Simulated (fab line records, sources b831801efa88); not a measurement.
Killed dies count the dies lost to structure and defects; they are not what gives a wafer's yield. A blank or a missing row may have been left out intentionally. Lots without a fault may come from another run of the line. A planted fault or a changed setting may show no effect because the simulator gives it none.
Which of the tools did it? :: flow sky130 :: 30 wafers from 10 lots sampled at 2 of the route's 708 steps

## WHAT THE GAUGES READ, wafer by wafer
SKY_SPACER_THK_MEAS_01.
lot: L195
measured: day 22 20:26
on: film_metro-03
SPACER_CVD_00_THK (nm): 43.6 43.8 43.2

lot: L196
measured: day 23 09:16
on: film_metro-02
SPACER_CVD_00_THK (nm): 43.6 43.6 43.1

lot: L197
measured: day 23 14:35
on: film_metro-02
SPACER_CVD_00_THK (nm): 43.0 43.3 42.9

lot: L200
measured: day 24 15:58
on: film_metro-01
SPACER_CVD_00_THK (nm): 43.1 42.8 42.7

lot: L201
measured: day 25 04:39
on: film_metro-03
SPACER_CVD_00_THK (nm): 43.3 43.9 43.5

lot: L204
measured: day 26 04:08
on: film_metro-03
SPACER_CVD_00_THK (nm): 43.2 43.1 43.1

lot: L203
measured: day 26 05:41
on: film_metro-02
SPACER_CVD_00_THK (nm): 43.7 43.9 43.9

lot: L206
measured: day 26 17:34
on: film_metro-03
SPACER_CVD_00_THK (nm): 44.0 43.9 43.8

lot: L213
measured: day 29 05:32
on: film_metro-02
SPACER_CVD_00_THK (nm): 35.5 35.3 35.4

lot: L214
measured: day 29 19:40
on: film_metro-03
SPACER_CVD_00_THK (nm): 35.1 35.1 34.8

## TOOL THAT RAN EACH LOT (tool first, then ch and the chambers of the sampled wafers, then the start)
lot: L195
SKY_SPACER_CVD_00: lpcvd-02 ch 0, day 22 19:14

lot: L196
SKY_SPACER_CVD_00: lpcvd-02 ch 1, day 23 08:02

lot: L197
SKY_SPACER_CVD_00: lpcvd-02 ch 0, day 23 13:23

lot: L200
SKY_SPACER_CVD_00: lpcvd-02 ch 0, day 24 14:46

lot: L201
SKY_SPACER_CVD_00: lpcvd-02 ch 0, day 25 03:26

lot: L204
SKY_SPACER_CVD_00: lpcvd-02 ch 0, day 26 02:56

lot: L203
SKY_SPACER_CVD_00: lpcvd-02 ch 0, day 26 04:29

lot: L206
SKY_SPACER_CVD_00: lpcvd-02 ch 1, day 26 16:21

lot: L213
SKY_SPACER_CVD_00: lpcvd-02 ch 1, day 29 03:42

lot: L214
SKY_SPACER_CVD_00: lpcvd-02 ch 1, day 29 18:28
- SKY_SPACER_CVD_00: deposits Si3N4 from DCS/NH3, target thk 43.1 nm, time 740 s.

## THE ANSWER, worked out from the rows above alone
Rule: the usual values come from the lots themselves. The widest of any qualifying gaps counts: lots, ordered by their means at a reading, are off when they make up no more than a third of the lots, leave a main group of 4 or more, and stand apart from it by 3 or more times the standard deviation of that group's means. A main group whose means are all the same, to the digits that the tables above print for the reading, isn't used. Also off: a lot with no number at a reading for which 4 or more lots have one. The other lots that the step has rows for count as sound.
Off: L213, L214, at SKY_SPACER_THK_MEAS_01 (SPACER_CVD_00_THK). The main group has a mean of 43.4 nm with a standard deviation of 0.34.
If a tool, at a process step before that reading, ran all the lots that are off and no sound lot after the first of them, it fits. The gauges at SKY_SPACER_THK_MEAS_01 are tried like those tools. One candidate fits, namely lpcvd-02 at SKY_SPACER_CVD_00. A fault onset in the window from L206 (day 26 16:21, its last sound lot) to L213 (day 29 03:42, its first lot off) fits.

## WHAT HAD BEEN PUT IN BY THE SIMULATOR
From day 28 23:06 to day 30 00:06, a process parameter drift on lpcvd-02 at SKY_SPACER_CVD_00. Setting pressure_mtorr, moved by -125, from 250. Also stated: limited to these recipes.
Shown lots that were struck: L213, L214. This agrees with what the rule above found.
